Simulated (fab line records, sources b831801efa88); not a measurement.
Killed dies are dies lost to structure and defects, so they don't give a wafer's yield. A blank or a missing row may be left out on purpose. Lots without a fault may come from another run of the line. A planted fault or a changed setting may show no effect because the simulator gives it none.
A struck lot beside a sound one | flow sky130 | 16 steps out of a route of 708
Sound: wafers L732.2, L732.3, L732.6. Struck: wafers L737.2, L737.3, L737.6. The cause comes at the end.
At each step with rows: each side's tool, then ch and its chambers, then its first start. Under that, the readings that differ: sound wafers | struck wafers | difference of the means | sigmas: that difference in standard deviations of wafers without a fault.
alike: readings whose means differ by less than 2 such deviations, and words and numbers that are the same on both sides. not compared: withheld readings, readings that some wafer has no value for, bounds like >300 that may hide the same value, and numbers for which the record gives no deviation and whose values overlap.
The two part at a step that has a row with sigmas, a row that says differs or no value, or rows on one side only. Numbers that don't overlap but have no deviation are shown without sigmas and don't part them. A reading that every wafer of one side lacks parts them only if that side has two wafers or more.

first, 1 step without rows for these wafers: SKY_POLY_CUT_DEVELOP_07 (develop time 60 s).
SKY_POLY_CUT_CD_MEAS_08: target cd 270 nm.
  sound on cd_sem-02, day 26 11:52; struck on cd_sem-01, day 28 07:44
  alike: cd_nm
SKY_POLY_CUT_OVL_MEAS_09:
  sound on overlay-01, day 26 11:58; struck on overlay-02, day 28 07:50
  alike: POLY_CUT_OVL
SKY_POLY_CUT_ETCH_10: etches BARC in N2/H2, stops on SiO2, time 45.9 s, target depth 60 nm.
  sound on rie_diel-03 ch 0,3, day 26 12:00; struck on rie_diel-03 ch 0,2,3, day 28 07:52
  alike: drypump_motor_current_A, oes_product_au, throttle_valve_pct
  not compared: rf_hours_counter_h
SKY_POLY_CUT_ETCH_11: etches Si3N4 in CF4/CH2F2/Ar, stops on poly-Si, time 42.5 s, target depth 60 nm.
  sound on rie_diel-03 ch 0,3, day 26 12:02; struck on rie_diel-03 ch 0,2,3, day 28 07:55
  alike: drypump_motor_current_A, mfc_ar_sccm, oes_product_au, throttle_valve_pct
  not compared: rf_hours_counter_h
SKY_POLY_CUT_STRIP_12: strips in O2/N2.
  sound on plasma_asher-02 ch 0,1, day 26 12:05; struck on plasma_asher-02 ch 0,1, day 28 07:57
  reading                      | sound             | struck            | difference | sigmas
  strip_time_to_endpoint_s (s) | 5.340 5.322 5.340 | 5.378 5.363 5.373 | +0.037     | +2
  alike: drypump_motor_current_A, o2_flow_sccm, oes_product_au
  not compared: rf_hours_counter_h
then, 6 steps without rows for these wafers: SKY_SD_P_DEHYDRATE_00 (time 60 s); SKY_SD_P_HMDS_01 (prime time 60 s); SKY_SD_P_COAT_02 (resist thk 1140 nm); SKY_SD_P_SOFTBAKE_03 (time 60 s); SKY_SD_P_EXPOSE_04 (exposes mask PSDM, target cd 380 nm); SKY_SD_P_PEB_05.
SKY_SD_P_DEVELOP_06: develop time 60 s.
  sound on litho_track-02 ch 0, day 27 17:13; struck on litho_track-04 ch 0, day 29 12:38
SKY_SD_P_CD_MEAS_07: target cd 380 nm.
  sound on cd_sem-01, day 27 17:22; struck on cd_sem-02, day 29 12:47
  reading    | sound             | struck            | difference | sigmas
  cd_nm (nm) | 383.1 381.1 384.1 | 368.5 367.9 369.1 | -14.3      | -6
SKY_SD_P_OVL_MEAS_08:
  sound on overlay-02, day 27 17:28; struck on overlay-01, day 29 12:53
  alike: SD_P_OVL
then, 1 step without rows for these wafers: SKY_PAD_OPEN_PROBE_99.

WHERE THEY PART
First at SKY_POLY_CUT_STRIP_12; last, within this record, at SKY_SD_P_CD_MEAS_07. Later steps at which nothing parts them and some readings are alike: SKY_SD_P_OVL_MEAS_08.

WHY: what the simulator had put in
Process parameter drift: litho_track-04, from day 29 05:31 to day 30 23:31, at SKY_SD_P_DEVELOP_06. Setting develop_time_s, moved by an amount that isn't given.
